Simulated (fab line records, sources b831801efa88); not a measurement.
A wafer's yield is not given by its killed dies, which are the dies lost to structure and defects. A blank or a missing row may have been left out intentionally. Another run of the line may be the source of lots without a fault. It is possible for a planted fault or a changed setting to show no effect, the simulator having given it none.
Which of the tools did it?	flow sky130	33 wafers from 11 lots sampled at 3 of the route's 708 steps

## WHAT THE GAUGES READ, wafer by wafer
SKY_LI_CONTACT_CD_MEAS_12: the cd target is 170 nm. Usual: 169.6 nm for cd nm, sd 1.7.
lot	measured	on	cd nm (nm)	flag
L258	day 30 21:19	cd sem-02	168.0 167.5 167.4	
L259	day 31 08:11	cd sem-01	170.5 171.8 171.4	
L261	day 32 00:55	cd sem-01	169.7 168.9 170.7	
L262	day 32 11:39	cd sem-02	170.8 170.3 169.1	
L267	day 34 16:42	cd sem-01	167.9 167.5 167.8	
L268	day 34 21:19	cd sem-01	170.4 168.7 170.4	
L269	day 35 03:48	cd sem-01	170.5 170.0 170.8	
L274	day 36 11:04	cd sem-02	170.4 171.6 171.7	
L273	day 36 12:28	cd sem-01	168.3 168.0 167.0	
L277	day 37 06:14	cd sem-02	170.4 170.5 169.3	
L278	day 37 08:24	cd sem-01	168.4 169.6 167.5	

SKY_LI_CONTACT_OVL_MEAS_13. Usual: LI_CONTACT_OVL gives -5 nm (standard deviation 6.3).
lot	measured	on	LI_CONTACT_OVL (nm)	flag
L258	day 30 21:25	overlay-02	-10 -2 -9	
L259	day 31 08:18	overlay-01	-1 -5 -7	
L261	day 32 00:59	overlay-01	5 -12 -3	
L262	day 32 11:46	overlay-02	-3 0 -3	
L267	day 34 16:47	overlay-02	-5 -7 3	
L268	day 34 21:26	overlay-01	-19 -13 -17	
L269	day 35 03:53	overlay-01	-7 -5 -7	
L274	day 36 11:11	overlay-02	3 1 -3	
L273	day 36 12:35	overlay-01	-2 -17 -6	
L277	day 37 06:19	overlay-02	2 -6 -6	
L278	day 37 08:31	overlay-01	0 -15 -14	

SKY_LOCAL_INTERCONNECT_CD_MEAS_11: the cd target is 170 nm. Usual: 169.7 nm for cd nm, sd 1.6.
lot	measured	on	cd nm (nm)	flag
L258	day 32 05:53	cd sem-02	171.1 169.3 169.2	
L259	day 32 16:37	cd sem-01	170.3 170.6 170.9	
L261	day 33 10:11	cd sem-01	169.5 170.6 170.4	
L262	day 33 18:29	cd sem-02	169.5 170.4 170.7	
L267	day 35 20:15	cd sem-02	168.3 170.1 169.7	
L268	day 36 01:03	cd sem-02	171.6 170.8 170.4	
L269	day 36 08:01	cd sem-02	168.7 168.2 168.2	
L274	day 37 14:21	cd sem-01	169.1 168.2 169.7	
L273	day 37 16:38	cd sem-01	165.5 166.6 166.6	
L277	day 38 10:02	cd sem-01	167.6 169.8 166.8	
L278	day 38 12:12	cd sem-01	173.1 170.8 172.5	

## WHICH TOOL RAN EACH LOT (tool, then ch and the chambers of the sampled wafers, then the start)
Record: no process step prior to these readings.

## WHAT THE TOOLS THEMSELVES READ (means of the sampled wafers that have a number; where no wafer has one, the mark that the record gives instead)
The record holds no such reading with a usual standard deviation.

## THE ANSWER, worked out from the rows above alone
Rule: a lot is off if the mean of its wafers that have a number lies more than 3 standard deviations from the usual mean. Also off: a lot with no number at a reading for which 4 or more lots have one. The other lots that the step has rows for count as sound. The gauges are gone through in route order, then the tools' own readings, and for those a lot's mean is taken as printed above. At the first step where some lot is off, the reading lying furthest off is the one used; lots without a number count as furthest.
None of the lots is off at any reading shown; this tells nothing.

## WHAT THE SIMULATOR PUT IN
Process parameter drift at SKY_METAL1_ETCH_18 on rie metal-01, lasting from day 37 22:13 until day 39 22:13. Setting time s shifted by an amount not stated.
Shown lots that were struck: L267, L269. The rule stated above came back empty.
